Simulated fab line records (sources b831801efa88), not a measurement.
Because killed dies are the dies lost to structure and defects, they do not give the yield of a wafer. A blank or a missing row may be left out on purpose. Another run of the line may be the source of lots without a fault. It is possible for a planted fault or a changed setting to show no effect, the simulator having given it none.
Matching of chambers    flow sky130    4 sister chambers for SKY_VIA3_CMP_02 on cmp-01
The step polishes SiO2. 27 wafers are shown with their chamber, then 12 later ones without.

== WAFERS WITH THEIR CHAMBER ==
wafer   chamber  motor_current_A (A)
L074.2  0        10.3
L074.4  3        11.5
L074.5  3        11.6
L075.2  0        9.8
L075.3  3        10.9
L075.6  0        10.4
L075.1  1        11.7
L075.4  2        9.0
L075.5  1        10.6
L076.3  3        11.3
L076.4  1        11.8
L076.6  1        10.7
L077.1  1        11.1
L077.2  2        9.5
L077.4  3        11.0
L078.2  3        11.5
L078.3  2        9.3
L078.4  1        11.9
L081.3  2        8.9
L081.5  2        9.3
L081.6  3        11.1
L081.1  1        11.7
L081.2  3        10.7
L081.4  0        9.8
L083.1  1        11.1
L083.2  2        9.1
L083.3  3        11.1

SIGNATURES (means of the wafers above)
reading          chamber 0  chamber 1  chamber 2  chamber 3  scatter within a chamber
motor_current_A  10.075     11.325     9.183      11.189     0.371
Rule: a wafer's distance from a chamber is the root of the sum, over the readings, of the square of ((its reading less the chamber's mean) divided by the reading's scatter). The wafer belongs to the nearest chamber; if the next one is less than 2 further off, it can't be placed. The scatter: take each reading less its chamber's mean, square it, sum over the shown wafers, divide by the number of wafers less the number of chambers, and take the root.

== WAFERS WITHOUT THEIR CHAMBER ==
wafer   motor_current_A (A)
L085.2  11.9
L085.4  8.9
L085.5  9.2
L089.1  11.2
L089.5  11.4
L089.6  9.2
L090.2  9.2
L090.4  10.8
L090.6  11.4
L097.1  11.8
L097.3  12.0
L097.5  9.2

== EACH ONE'S CHAMBER ==
wafer   from the rows above           in truth
L085.2  can't be placed: 1 or 3       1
L085.4  2                             2
L085.5  2                             2
L089.1  can't be placed: 3 or 1       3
L089.5  can't be placed: 1 or 3       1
L089.6  2                             2
L090.2  2                             2
L090.4  can't be placed: 3 or 1 or 0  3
L090.6  can't be placed: 1 or 3       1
L097.1  can't be placed: 1 or 3       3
L097.3  can't be placed: 1 or 3       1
L097.5  2                             2
Placed correctly: 5 of 12. Unplaceable from these rows: 7, with the true chamber sitting among the candidates in 7. 0 placed wrongly.
